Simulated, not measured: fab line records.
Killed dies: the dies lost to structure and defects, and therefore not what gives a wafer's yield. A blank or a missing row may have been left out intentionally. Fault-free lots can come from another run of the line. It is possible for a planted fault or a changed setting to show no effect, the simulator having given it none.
fab line records	flow sky130
record lots=24	wafers=72	last-day=50
route steps=708 shown METAL3@563 VIA3@586 CAP2M@605 METAL4@630
lots that met no fault: taken from a fault-free run of the same line
start-h: hours from the record's opening day to when the first of the lot's shown wafers began	wait-h: hours since the lot's step before	" identical to the entry in the row above	L1.1+2: a row that stands for several wafers	- no value, or no start was given	* or withheld: withheld	< > ~ a bound
route shown NAME@n: names a module that has steps shown in the file, with the first one's number in the route	usual: mean/standard deviation taken from wafers without a fault	same: alike in all rows	chamber/n: place in a boat	sites: each site's reading	_std_site: how widely they spread, as a standard deviation	_edge_site: inner sites' mean taken away from outer sites' mean	radius-mm: how far each site lies from the wafer's centre	mask NAME#n: copy n	behind: the most recent tool/chamber to have shaped the wafer	hold: why the lot went on hold/how many hours it stayed there/how the hold came to an end	device: the n, p or np transistor that did not switch	end of line: the route-end tests of the same wafers	step lacking rows: just its recipe	killed: at the first sort, the dies lost to defects and structure; wafer yield is something else	map: a wafer's dies, x killed, . not, _ none there
set.NAME: the run value of the setting; set.NAME@STEP: its run value at that earlier step	model.NAME: the simulator's own value behind a step, which no gauge read
one table for each step of the route and one row for each wafer, over a sample of lots
services: the hour from which a tool's chamber was out of use, counted from the record's first day as start-h (under 0 if before that day), plus the number of hours and why
## steps
# step SKY_METAL3_CD_MEAS_13
# recipe target-cd-nm=300
# usual cd-nm=299.6/1.6
lot.wafer	tool	chamber	start-h	wait-h	cd-nm
L074.1	cd-sem-02	-	893.77	-	301.5
L074.2	"	-	"	"	301.8
L074.3	"	-	"	"	300.4
L075.2	cd-sem-02	-	895.85	-	300.7
L075.3	"	-	"	"	300.2
L075.5	"	-	"	"	299.1
L076.2	cd-sem-02	-	909.48	-	300.8
L076.3	"	-	"	"	301.0
L076.6	"	-	"	"	301.1
L077.3	cd-sem-02	-	948.01	-	299.0
L077.4	"	-	"	"	298.9
L077.5	"	-	"	"	300.8
L079.2	cd-sem-01	-	956.09	-	297.7
L079.4	"	-	"	"	296.1
L079.6	"	-	"	"	297.9
L078.4	cd-sem-02	-	958.80	-	298.2
L078.5	"	-	"	"	297.9
L078.6	"	-	"	"	298.1
L080.1	cd-sem-02	-	963.60	-	298.9
L080.3	"	-	"	"	297.1
L080.6	"	-	"	"	297.7
L081.1	cd-sem-02	-	969.48	-	298.0
L081.5	"	-	"	"	298.6
L081.6	"	-	"	"	298.7
L082.3	cd-sem-02	-	973.60	-	301.0
L082.4	"	-	"	"	299.5
L082.5	"	-	"	"	301.8
L084.3	cd-sem-02	-	978.01	-	300.0
L084.5	"	-	"	"	300.7
L084.6	"	-	"	"	300.1
L083.3	cd-sem-02	-	978.97	-	299.7
L083.4	"	-	"	"	301.0
L083.5	"	-	"	"	299.3
L086.1	cd-sem-01	-	990.52	-	300.8
L086.2	"	-	"	"	300.9
L086.6	"	-	"	"	300.1
L085.1	cd-sem-02	-	993.36	-	296.6
L085.5	"	-	"	"	297.2
L085.6	"	-	"	"	298.4
L087.2	cd-sem-01	-	996.39	-	301.2
L087.3	"	-	"	"	300.8
L087.6	"	-	"	"	302.0
L088.1	cd-sem-02	-	1004.38	-	299.3
L088.3	"	-	"	"	299.9
L088.4	"	-	"	"	297.6
L089.1	cd-sem-01	-	1007.57	-	299.3
L089.5	"	-	"	"	297.9
L089.6	"	-	"	"	298.7
L090.1	cd-sem-02	-	1015.61	-	299.8
L090.2	"	-	"	"	299.1
L090.6	"	-	"	"	298.8
L091.1	cd-sem-02	-	1016.78	-	297.8
L091.3	"	-	"	"	297.1
L091.5	"	-	"	"	297.8
L092.1	cd-sem-02	-	1024.26	-	300.6
L092.3	"	-	"	"	301.5
L092.6	"	-	"	"	300.2
L093.1	cd-sem-01	-	1029.16	-	300.6
L093.3	"	-	"	"	300.0
L093.4	"	-	"	"	299.5
L094.1	cd-sem-01	-	1041.63	-	302.8
L094.2	"	-	"	"	304.5
L094.6	"	-	"	"	303.6
L095.1	cd-sem-01	-	1047.23	-	300.3
L095.3	"	-	"	"	301.1
L095.6	"	-	"	"	301.9
L096.1	cd-sem-01	-	1049.02	-	301.4
L096.4	"	-	"	"	300.5
L096.6	"	-	"	"	301.8
L097.1	cd-sem-02	-	1055.06	-	298.5
L097.2	"	-	"	"	300.2
L097.3	"	-	"	"	298.2
# step SKY_VIA3_OVL_MEAS_13
# usual VIA3_OVL=1/5.7
lot.wafer	tool	chamber	start-h	wait-h	VIA3_OVL[nm]
L074.1	overlay-01	-	920.51	0.1	14
L074.2	"	-	"	"	5
L074.3	"	-	"	"	10
L075.2	overlay-01	-	921.90	0.1	-10
L075.3	"	-	"	"	-8
L075.5	"	-	"	"	0
L076.2	overlay-02	-	935.96	0.1	3
L076.3	"	-	"	"	10
L076.6	"	-	"	"	3
L077.3	overlay-02	-	974.20	0.1	-8
L077.4	"	-	"	"	-6
L077.5	"	-	"	"	-6
L079.2	overlay-01	-	982.07	0.1	5
L079.4	"	-	"	"	2
L079.6	"	-	"	"	3
L078.4	overlay-01	-	984.81	0.1	5
L078.5	"	-	"	"	5
L078.6	"	-	"	"	7
L080.1	overlay-01	-	989.52	0.1	5
L080.3	"	-	"	"	5
L080.6	"	-	"	"	1
L081.1	overlay-01	-	994.99	0.1	1
L081.5	"	-	"	"	-2
L081.6	"	-	"	"	-1
L082.3	overlay-02	-	998.75	0.1	-6
L082.4	"	-	"	"	-4
L082.5	"	-	"	"	2
L084.3	overlay-01	-	1002.68	0.1	-4
L084.5	"	-	"	"	-3
L084.6	"	-	"	"	-4
L083.3	overlay-02	-	1004.15	0.1	-3
L083.4	"	-	"	"	2
L083.5	"	-	"	"	-4
L086.1	overlay-02	-	1015.15	0.1	-6
L086.2	"	-	"	"	-6
L086.6	"	-	"	"	0
L085.1	overlay-01	-	1018.35	0.1	9
L085.5	"	-	"	"	10
L085.6	"	-	"	"	2
L087.2	overlay-02	-	1020.45	0.1	6
L087.3	"	-	"	"	-1
L087.6	"	-	"	"	-1
L088.1	overlay-02	-	1028.15	0.1	-4
L088.3	"	-	"	"	2
L088.4	"	-	"	"	-5
L089.1	overlay-01	-	1031.40	0.1	0
L089.5	"	-	"	"	1
L089.6	"	-	"	"	-1
L090.1	overlay-01	-	1039.62	0.1	-6
L090.2	"	-	"	"	4
L090.6	"	-	"	"	-2
L091.1	overlay-02	-	1041.09	0.1	-3
L091.3	"	-	"	"	-1
L091.5	"	-	"	"	-2
L092.1	overlay-02	-	1048.85	0.1	5
L092.3	"	-	"	"	2
L092.6	"	-	"	"	7
L093.1	overlay-01	-	1053.14	0.1	7
L093.3	"	-	"	"	2
L093.4	"	-	"	"	-4
L094.1	overlay-01	-	1065.25	0.1	4
L094.2	"	-	"	"	4
L094.6	"	-	"	"	-1
L095.1	overlay-01	-	1070.54	0.1	-6
L095.3	"	-	"	"	-7
L095.6	"	-	"	"	3
L096.1	overlay-01	-	1070.92	0.1	0
L096.4	"	-	"	"	8
L096.6	"	-	"	"	0
L097.1	overlay-01	-	1077.55	0.1	9
L097.2	"	-	"	"	-3
L097.3	"	-	"	"	8
# step SKY_CAP2M_SPUTTER_02
# recipe material=TiN	target-thk-nm=200	temp-c=300	power-w=6500	time-s=166.7	chamber-pressure-pa=0.4
# usual throttle-valve-pct=29.4/0.78
lot.wafer	tool	chamber	start-h	wait-h	throttle-valve-pct
L074.1	pvd-sputter-03	-	922.62	0.1	30.1
L074.2	"	-	"	"	29.0
L074.3	"	-	"	"	29.2
L075.2	pvd-sputter-03	-	923.61	0.0	29.8
L075.3	"	-	"	"	29.5
L075.5	"	-	"	"	29.1
L076.2	pvd-sputter-03	-	937.62	0.0	29.7
L076.3	"	-	"	"	29.4
L076.6	"	-	"	"	30.2
L077.3	pvd-sputter-03	-	975.82	0.0	29.3
L077.4	"	-	"	"	29.7
L077.5	"	-	"	"	30.2
L079.2	pvd-sputter-01	-	983.73	0.0	30.4
L079.4	"	-	"	"	29.4
L079.6	"	-	"	"	29.6
L078.4	pvd-sputter-04	-	986.45	0.0	29.0
L078.5	"	-	"	"	27.0
L078.6	"	-	"	"	30.0
L080.1	pvd-sputter-04	-	991.14	0.1	29.7
L080.3	"	-	"	"	27.1
L080.6	"	-	"	"	29.7
L081.1	pvd-sputter-03	-	996.63	0.1	29.1
L081.5	"	-	"	"	30.2
L081.6	"	-	"	"	29.0
L082.3	pvd-sputter-03	-	1000.47	0.0	28.8
L082.4	"	-	"	"	29.3
L082.5	"	-	"	"	28.9
L084.3	pvd-sputter-03	-	1004.41	0.0	28.9
L084.5	"	-	"	"	30.0
L084.6	"	-	"	"	29.2
L083.3	pvd-sputter-03	-	1005.83	0.0	30.1
L083.4	"	-	"	"	29.1
L083.5	"	-	"	"	30.3
L086.1	pvd-sputter-04	-	1016.79	0.1	28.8
L086.2	"	-	"	"	27.1
L086.6	"	-	"	"	28.9
L085.1	pvd-sputter-03	-	1019.98	0.1	29.2
L085.5	"	-	"	"	29.7
L085.6	"	-	"	"	29.5
L087.2	pvd-sputter-03	-	1022.20	0.0	29.6
L087.3	"	-	"	"	30.2
L087.6	"	-	"	"	29.2
L088.1	pvd-sputter-01	-	1029.90	0.1	29.4
L088.3	"	-	"	"	29.5
L088.4	"	-	"	"	30.2
L089.1	pvd-sputter-03	-	1033.59	0.1	29.5
L089.5	"	-	"	"	30.3
L089.6	"	-	"	"	29.2
L090.1	pvd-sputter-03	-	1041.24	0.1	30.0
L090.2	"	-	"	"	29.2
L090.6	"	-	"	"	29.1
L091.1	pvd-sputter-01	-	1042.72	0.1	30.3
L091.3	"	-	"	"	29.4
L091.5	"	-	"	"	29.0
L092.1	pvd-sputter-03	-	1050.49	0.1	30.2
L092.3	"	-	"	"	29.0
L092.6	"	-	"	"	29.1
L093.1	pvd-sputter-04	-	1054.77	0.1	29.2
L093.3	"	-	"	"	29.6
L093.4	"	-	"	"	29.2
L094.1	pvd-sputter-01	-	1067.04	0.1	30.4
L094.2	"	-	"	"	29.2
L094.6	"	-	"	"	29.4
L095.1	pvd-sputter-04	-	1072.18	0.1	29.3
L095.3	"	-	"	"	27.0
L095.6	"	-	"	"	27.0
L096.1	pvd-sputter-01	-	1072.55	0.1	30.4
L096.4	"	-	"	"	29.1
L096.6	"	-	"	"	29.5
L097.1	pvd-sputter-01	-	1079.19	0.1	29.7
L097.2	"	-	"	"	30.3
L097.3	"	-	"	"	29.2
# step SKY_CAP2M_METAL_ETCH_13
# recipe target-depth-nm=220	stop-on=SiO2	chemistry=Cl2/BCl3	target=TiN	pressure-mtorr=10	icp-w=900	bias-w=48.5	Cl2_flow_sccm=60	bcl3-flow-sccm=30	time-s=62.9
# usual drypump-motor-current-A=5.4/0.35	mfc-cl2-sccm=59.95/0.17	oes-product-au=0.941/0.0067	throttle-valve-pct=21.902/0.01
lot.wafer	tool	chamber	start-h	wait-h	drypump-motor-current-A	mfc-cl2-sccm	oes-product-au	rf-hours-counter-h	throttle-valve-pct
L074.1	rie-metal-04	1	946.88	0.0	5.3	59.92	0.932	10	21.909
L074.2	"	0	"	"	5.9	59.91	0.930	4	21.923
L074.3	"	1	"	"	5.3	60.03	0.940	-	21.908
L075.2	rie-metal-02	1	948.31	0.0	5.6	59.77	0.938	4	21.904
L075.3	"	1	"	"	5.6	59.65	0.937	-	21.892
L075.5	"	1	"	"	5.6	59.85	0.947	-	21.883
L076.2	rie-metal-04	1	961.51	0.0	5.3	59.86	0.947	10	21.912
L076.3	"	0	"	"	5.9	60.15	0.938	-	21.897
L076.6	"	0	"	"	5.9	60.02	0.937	-	21.910
L077.3	rie-metal-04	1	998.98	0.0	5.2	59.72	0.936	-	21.908
L077.4	"	0	"	"	5.9	59.78	0.944	-	21.912
L077.5	"	1	"	"	5.2	59.99	0.950	-	21.903
L079.2	rie-metal-04	1	1007.33	0.0	5.2	60.04	0.946	12	21.889
L079.4	"	1	"	"	5.3	59.82	0.948	-	21.865
L079.6	"	1	"	"	5.2	60.03	0.950	-	21.903
L078.4	rie-metal-04	0	1009.38	0.0	5.9	59.72	0.946	-	21.906
L078.5	"	1	"	"	5.2	60.46	0.954	-	21.896
L078.6	"	0	"	"	5.9	59.97	0.948	-	21.896
L080.1	rie-metal-02	1	1014.03	0.0	5.7	59.98	0.936	7	21.891
L080.3	"	1	"	"	5.6	59.98	0.949	-	21.895
L080.6	"	1	"	"	5.6	59.92	0.948	-	21.892
L081.1	rie-metal-03	1	1019.35	0.0	5.4	59.74	0.942	13	21.890
L081.5	"	0	"	"	4.7	60.21	0.939	-	21.906
L081.6	"	1	"	"	5.4	59.86	0.928	-	21.898
L082.3	rie-metal-03	0	1023.68	0.0	4.7	59.92	0.944	-	21.905
L082.4	"	1	"	"	5.4	59.93	0.937	-	21.891
L082.5	"	0	"	"	4.7	59.76	0.944	-	21.919
L084.3	rie-metal-03	1	1026.78	0.0	5.4	60.16	0.936	-	21.904
L084.5	"	0	"	"	4.7	59.92	0.941	-	21.897
L084.6	"	1	"	"	5.4	60.23	0.935	-	21.914
L083.3	rie-metal-04	0	1028.33	0.0	5.9	60.13	0.937	-	21.911
L083.4	"	1	"	"	5.2	60.18	0.941	-	21.903
L083.5	"	1	"	"	5.2	60.24	0.936	-	21.901
L086.1	rie-metal-04	0	1039.18	0.0	5.9	59.96	0.951	10	21.890
L086.2	"	1	"	"	5.2	60.26	0.949	15	21.892
L086.6	"	0	"	"	5.9	60.01	0.949	-	21.906
L085.1	rie-metal-02	0	1042.38	0.0	5.5	59.86	0.944	8	21.890
L085.5	"	0	"	"	5.5	60.00	0.943	-	21.892
L085.6	"	1	"	"	5.6	59.94	0.944	-	21.894
L087.2	rie-metal-04	0	1044.01	0.0	5.9	59.74	0.957	10	21.908
L087.3	"	0	"	"	5.9	59.65	0.950	-	21.893
L087.6	"	0	"	"	5.9	60.09	0.949	-	21.877
L088.1	rie-metal-04	0	1052.36	0.0	5.9	59.95	0.942	11	21.900
L088.3	"	1	"	"	5.3	59.85	0.944	-	21.896
L088.4	"	0	"	"	5.9	60.05	0.945	-	21.898
L089.1	rie-metal-02	0	1055.98	0.0	5.5	60.06	0.933	9	21.897
L089.5	"	0	"	"	5.5	59.99	0.936	-	21.888
L089.6	"	1	"	"	5.6	59.72	0.939	-	21.916
L090.1	rie-metal-04	0	1063.20	0.0	5.9	60.06	0.951	11	21.901
L090.2	"	1	"	"	5.3	59.84	0.943	16	21.881
L090.6	"	0	"	"	5.9	60.11	0.943	-	21.899
L091.1	rie-metal-04	1	1064.65	0.0	5.2	60.08	0.941	16	21.914
L091.3	"	1	"	"	5.3	60.11	0.942	-	21.906
L091.5	"	1	"	"	5.3	59.84	0.944	-	21.906
L092.1	rie-metal-03	0	1071.13	0.0	4.7	59.58	0.941	21	21.906
L092.3	"	0	"	"	4.7	60.00	0.950	-	21.903
L092.6	"	1	"	"	5.4	60.13	0.933	-	21.925
L093.1	rie-metal-02	1	1076.06	0.0	5.6	60.02	0.934	11	21.899
L093.3	"	0	"	"	5.5	60.17	0.939	-	21.901
L093.4	"	1	"	"	5.6	60.09	0.940	-	21.911
L094.1	rie-metal-02	1	1087.60	0.0	5.6	60.10	0.931	12	21.900
L094.2	"	0	"	"	5.5	59.93	0.934	11	21.891
L094.6	"	1	"	"	5.6	60.36	0.937	-	21.914
L095.1	rie-metal-04	1	1092.76	0.0	5.3	60.12	0.944	18	21.904
L095.3	"	0	"	"	5.9	60.03	0.936	-	21.919
L095.6	"	1	"	"	5.3	60.04	0.949	-	21.896
L096.1	rie-metal-03	0	1093.10	0.0	4.8	60.17	0.929	23	21.908
L096.4	"	1	"	"	5.4	59.96	0.937	-	21.915
L096.6	"	0	"	"	4.8	59.96	0.938	-	21.919
L097.1	rie-metal-03	0	1099.61	0.0	4.7	60.24	0.938	24	21.910
L097.2	"	1	"	"	5.4	59.80	0.923	19	21.901
L097.3	"	0	"	"	4.7	60.09	0.948	-	21.894
# step SKY_METAL4_OVL_MEAS_14
# usual METAL4_OVL=1/5.9
lot.wafer	tool	chamber	start-h	wait-h	METAL4_OVL[nm]
L074.1	overlay-02	-	970.97	0.1	3
L074.2	"	-	"	"	4
L074.3	"	-	"	"	-1
L075.2	overlay-02	-	973.46	0.1	1
L075.3	"	-	"	"	7
L075.5	"	-	"	"	2
L076.2	overlay-01	-	986.17	0.1	-6
L076.3	"	-	"	"	1
L076.6	"	-	"	"	-11
L077.3	overlay-01	-	1022.36	0.1	4
L077.4	"	-	"	"	0
L077.5	"	-	"	"	0
L079.2	overlay-02	-	1030.67	0.1	-5
L079.4	"	-	"	"	-2
L079.6	"	-	"	"	-6
L078.4	overlay-02	-	1032.12	0.1	11
L078.5	"	-	"	"	7
L078.6	"	-	"	"	13
L080.1	overlay-02	-	1037.31	0.1	0
L080.3	"	-	"	"	4
L080.6	"	-	"	"	7
L081.1	overlay-01	-	1042.38	0.1	1
L081.5	"	-	"	"	-1
L081.6	"	-	"	"	1
L082.3	overlay-01	-	1046.45	0.1	-13
L082.4	"	-	"	"	-4
L082.5	"	-	"	"	-6
L084.3	overlay-01	-	1049.68	0.1	5
L084.5	"	-	"	"	-2
L084.6	"	-	"	"	-4
L083.3	overlay-01	-	1051.18	0.1	1
L083.4	"	-	"	"	6
L083.5	"	-	"	"	-3
L086.1	overlay-01	-	1061.58	0.1	1
L086.2	"	-	"	"	12
L086.6	"	-	"	"	-3
L085.1	overlay-02	-	1064.55	0.1	5
L085.5	"	-	"	"	7
L085.6	"	-	"	"	9
L087.2	overlay-01	-	1065.99	0.1	4
L087.3	"	-	"	"	16
L087.6	"	-	"	"	3
L088.1	overlay-01	-	1074.48	0.1	7
L088.3	"	-	"	"	0
L088.4	"	-	"	"	3
L089.1	overlay-01	-	1077.47	0.1	1
L089.5	"	-	"	"	0
L089.6	"	-	"	"	2
L090.1	overlay-01	-	1084.63	0.1	-2
L090.2	"	-	"	"	-6
L090.6	"	-	"	"	-9
L091.1	overlay-01	-	1085.63	0.1	6
L091.3	"	-	"	"	5
L091.5	"	-	"	"	8
L092.1	overlay-01	-	1091.90	0.1	3
L092.3	"	-	"	"	2
L092.6	"	-	"	"	10
L093.1	overlay-01	-	1096.97	0.1	-4
L093.3	"	-	"	"	3
L093.4	"	-	"	"	5
L094.1	overlay-01	-	1108.72	0.1	0
L094.2	"	-	"	"	0
L094.6	"	-	"	"	-1
L095.1	overlay-01	-	1114.10	0.1	-5
L095.3	"	-	"	"	-14
L095.6	"	-	"	"	-6
L096.1	overlay-01	-	1114.48	0.1	-7
L096.4	"	-	"	"	-9
L096.6	"	-	"	"	-6
L097.1	overlay-01	-	1121.72	0.1	12
L097.2	"	-	"	"	3
L097.3	"	-	"	"	12
# step SKY_METAL4_STRIP_19
# recipe chemistry=O2/N2	power-w=1400	pressure-mtorr=1500	platen-temp-c=withheld	o2-flow-sccm=3000	n2-flow-sccm=300	overash-fraction=0.5
# usual drypump-motor-current-A=5.6/0.55	n2-flow-sccm=300.1/0.87	oes-product-au=0.502/0.0055	strip-time-to-endpoint-s=6.53/0.079
lot.wafer	tool	chamber	start-h	wait-h	drypump-motor-current-A	n2-flow-sccm	oes-product-au	rf-hours-counter-h	strip-time-to-endpoint-s
L074.1	plasma-asher-02	1	971.33	0.1	6.4	300.3	0.503	115	6.50
L074.2	"	0	"	"	5.8	299.9	0.494	115	6.53
L074.3	"	1	"	"	6.4	300.3	0.512	-	6.56
L075.2	plasma-asher-04	1	973.82	0.1	5.2	300.2	0.501	55	6.55
L075.3	"	0	"	"	5.7	300.8	0.494	-	6.54
L075.5	"	1	"	"	5.2	299.8	0.501	-	6.53
L076.2	plasma-asher-04	0	986.53	0.1	5.7	301.2	0.513	56	6.74
L076.3	"	0	"	"	5.7	301.3	0.509	-	6.63
L076.6	"	1	"	"	5.2	298.6	0.501	-	6.60
L077.3	plasma-asher-02	0	1022.75	0.1	5.9	300.2	0.505	-	6.52
L077.4	"	1	"	"	6.4	300.0	0.499	-	6.50
L077.5	"	1	"	"	6.4	299.7	0.494	-	6.50
L079.2	plasma-asher-02	0	1031.03	0.1	5.9	299.9	0.504	121	6.70
L079.4	"	0	"	"	5.9	301.1	0.511	-	6.67
L079.6	"	0	"	"	5.9	299.8	0.495	-	6.52
L078.4	plasma-asher-04	0	1032.50	0.1	5.7	299.6	0.494	-	6.47
L078.5	"	1	"	"	5.2	299.6	0.488	-	6.42
L078.6	"	0	"	"	5.7	299.7	0.503	-	6.48
L080.1	plasma-asher-02	1	1037.67	0.1	6.4	298.7	0.511	122	6.71
L080.3	"	0	"	"	5.8	299.7	0.513	-	6.65
L080.6	"	1	"	"	6.4	299.0	0.514	-	6.65
L081.1	plasma-asher-02	0	1042.75	0.1	5.9	300.9	0.506	123	6.52
L081.5	"	1	"	"	6.4	298.5	0.495	-	6.55
L081.6	"	0	"	"	5.9	300.8	0.504	-	6.54
L082.3	plasma-asher-04	1	1046.83	0.1	5.2	299.8	0.510	-	6.54
L082.4	"	0	"	"	5.7	298.3	0.504	-	6.52
L082.5	"	0	"	"	5.7	297.8	0.503	-	6.55
L084.3	plasma-asher-02	0	1050.06	0.1	5.8	302.2	0.496	-	6.51
L084.5	"	0	"	"	5.8	301.5	0.502	-	6.55
L084.6	"	1	"	"	6.4	300.0	0.502	-	6.57
L083.3	plasma-asher-03	0	1051.56	0.1	4.9	301.2	0.496	-	6.56
L083.4	"	1	"	"	4.9	301.5	0.498	-	6.48
L083.5	"	0	"	"	4.9	300.2	0.503	-	6.54
L086.1	plasma-asher-03	1	1061.95	0.1	4.9	300.1	0.511	93	6.61
L086.2	"	0	"	"	4.9	298.2	0.508	93	6.59
L086.6	"	1	"	"	4.9	299.4	0.502	-	6.60
L085.1	plasma-asher-03	0	1064.91	0.1	4.9	300.7	0.500	93	6.47
L085.5	"	1	"	"	4.9	300.8	0.497	-	6.46
L085.6	"	0	"	"	4.9	301.3	0.504	-	6.50
L087.2	plasma-asher-04	0	1066.35	0.1	5.7	298.9	0.502	64	6.56
L087.3	"	1	"	"	5.2	299.2	0.510	-	6.55
L087.6	"	0	"	"	5.7	299.4	0.496	-	6.53
L088.1	plasma-asher-03	0	1074.85	0.1	4.9	300.3	0.506	94	6.65
L088.3	"	1	"	"	4.9	300.3	0.510	-	6.78
L088.4	"	0	"	"	4.9	301.3	0.505	-	6.71
L089.1	plasma-asher-04	0	1077.83	0.1	5.7	301.3	0.493	65	6.44
L089.5	"	1	"	"	5.2	301.7	0.503	-	6.50
L089.6	"	0	"	"	5.7	299.7	0.501	-	6.46
L090.1	plasma-asher-02	0	1085.00	0.1	5.8	299.1	0.496	2	6.42
L090.2	"	1	"	"	6.4	301.7	0.502	2	6.48
L090.6	"	0	"	"	5.9	301.1	0.504	-	6.55
L091.1	plasma-asher-02	1	1086.00	0.1	6.4	301.0	0.502	2	6.51
L091.3	"	0	"	"	5.9	300.0	0.490	-	6.50
L091.5	"	0	"	"	5.9	300.5	0.496	-	6.52
L092.1	plasma-asher-04	0	1092.26	0.1	5.7	300.5	0.497	67	6.52
L092.3	"	1	"	"	5.2	300.8	0.499	-	6.47
L092.6	"	1	"	"	5.2	300.7	0.502	-	6.46
L093.1	plasma-asher-02	1	1097.33	0.1	6.4	299.5	0.498	3	6.46
L093.3	"	0	"	"	5.9	299.5	0.495	-	6.50
L093.4	"	1	"	"	6.4	299.1	0.497	-	6.45
L094.1	plasma-asher-03	0	1109.08	0.1	4.9	299.3	0.501	97	6.43
L094.2	"	1	"	"	4.9	300.1	0.504	97	6.46
L094.6	"	1	"	"	4.9	299.3	0.495	-	6.44
L095.1	plasma-asher-03	1	1114.46	0.1	4.9	299.9	0.506	98	6.67
L095.3	"	0	"	"	4.9	299.9	0.501	-	6.59
L095.6	"	0	"	"	4.9	300.3	0.506	-	6.56
L096.1	plasma-asher-04	0	1114.84	0.1	5.7	299.0	0.497	69	6.42
L096.4	"	1	"	"	5.2	299.6	0.497	-	6.43
L096.6	"	0	"	"	5.7	299.4	0.494	-	6.49
L097.1	plasma-asher-02	1	1122.08	0.1	6.4	298.9	0.503	4	6.51
L097.2	"	0	"	"	5.9	299.6	0.498	4	6.51
L097.3	"	0	"	"	5.9	299.4	0.500	-	6.44
## services
tool	chamber	start-h	hours	kind
plasma-asher-03	-	921.55	3.3	repair
pvd-sputter-04	-	923.77	2.0	repair
plasma-asher-03	-	926.39	0.4	repair
rie-metal-03	-	927.07	0.5	repair
pvd-sputter-01	-	927.30	2.9	repair
pvd-sputter-03	-	930.74	1.1	repair
rie-metal-02	1	932.22	12.3	repair
rie-metal-04	1	986.03	9.3	repair
plasma-asher-02	-	992.32	0.6	repair
plasma-asher-03	-	993.52	1.0	repair
rie-metal-02	-	993.80	2.8	pm
plasma-asher-02	-	1055.25	9.0	pm
plasma-asher-02	0	1055.25	9.0	vent-cycle
plasma-asher-02	1	1055.25	9.0	vent-cycle
pvd-sputter-03	2	1061.73	-	consumable-replace:kit
pvd-sputter-03	2	1061.73	18.0	scheduled-down
pvd-sputter-03	2	1061.73	18.0	vent-cycle
plasma-asher-02	0	1064.25	-	clean
pvd-sputter-01	-	1074.98	2.1	repair
pvd-sputter-04	-	1075.36	3.0	repair
plasma-asher-02	-	1087.41	6.7	repair
pvd-sputter-03	-	1089.48	1.0	repair
plasma-asher-02	-	1115.86	2.0	repair
plasma-asher-03	-	1119.42	1.6	repair
## key
fault none
